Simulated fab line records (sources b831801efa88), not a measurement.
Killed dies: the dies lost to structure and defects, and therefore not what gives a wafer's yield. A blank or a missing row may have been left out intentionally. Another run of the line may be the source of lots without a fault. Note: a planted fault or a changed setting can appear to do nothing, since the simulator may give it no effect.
Matching of chambers    flow gf180mcu    GF_V1_CMP_04 on cmp-02 has 4 sister chambers
The step polishes SiO2. 18 wafers are shown with their chamber, then 9 later ones without.

== WAFERS WITH THEIR CHAMBER ==
wafer   chamber  motor-current-A (A)  slurry-flow-ml-min  time-to-endpoint-s (s)
L783.2  1        11.8                 150.3               81
L783.3  2        13.7                 151.2               80
L783.4  0        13.0                 149.6               94
L785.1  2        13.8                 150.1               83
L785.2  3        13.1                 149.9               87
L785.3  0        12.9                 149.5               82
L796.1  0        12.7                 149.8               87
L796.3  1        11.9                 150.6               78
L796.4  3        13.3                 149.5               92
L797.1  3        12.7                 149.2               91
L797.3  2        14.2                 150.9               85
L797.4  1        11.4                 150.6               88
L800.1  2        13.2                 150.3               90
L800.3  1        11.5                 149.9               81
L800.6  1        11.7                 149.9               88
L802.1  2        14.0                 149.3               83
L802.3  0        12.7                 149.6               88
L802.4  1        11.5                 149.6               87

SIGNATURES (means of the wafers above)
reading             chamber 0  chamber 1  chamber 2  chamber 3  scatter within a chamber
motor-current-A     12.825     11.633     13.780     13.033     0.269
slurry-flow-ml-min  149.625    150.150    150.360    149.533    0.489
time-to-endpoint-s  87.75      83.83      84.20      90.00      4.11
Rule: for a wafer and a chamber, the distance is found by dividing, reading by reading, the gap between the wafer's reading and the chamber's mean by the reading's scatter, squaring, summing and taking the root. The wafer belongs to the nearest chamber; if the next one is less than 2 further off, it can't be placed. The scatter is the square root of a quotient: the sum, over the shown wafers, of each reading's squared deviation from its chamber's mean, divided by wafers minus chambers.

== WAFERS WHOSE CHAMBER IS MISSING ==
wafer   motor-current-A (A)  slurry-flow-ml-min  time-to-endpoint-s (s)
L803.1  13.4                 150.2               88
L803.2  13.4                 149.2               87
L803.3  11.7                 150.1               85
L804.1  11.5                 150.6               83
L804.3  13.1                 149.4               80
L804.6  13.5                 149.6               93
L805.2  12.6                 148.9               85
L805.4  13.3                 149.8               83
L805.5  12.2                 149.9               83

== EACH ONE'S CHAMBER ==
wafer   from the rows above           in truth
L803.1  can't be placed: 2 or 3 or 0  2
L803.2  can't be placed: 3 or 0 or 2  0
L803.3  1                             1
L804.1  1                             1
L804.3  can't be placed: 0 or 3 or 2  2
L804.6  can't be placed: 3 or 0 or 2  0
L805.2  can't be placed: 0 or 3       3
L805.4  can't be placed: 3 or 0 or 2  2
L805.5  can't be placed: 1 or 0 or 3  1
2 of 9 placed correctly. From these rows, 7 cannot be placed; in 7 the true chamber is one of the candidates. Wrongly placed: 0.
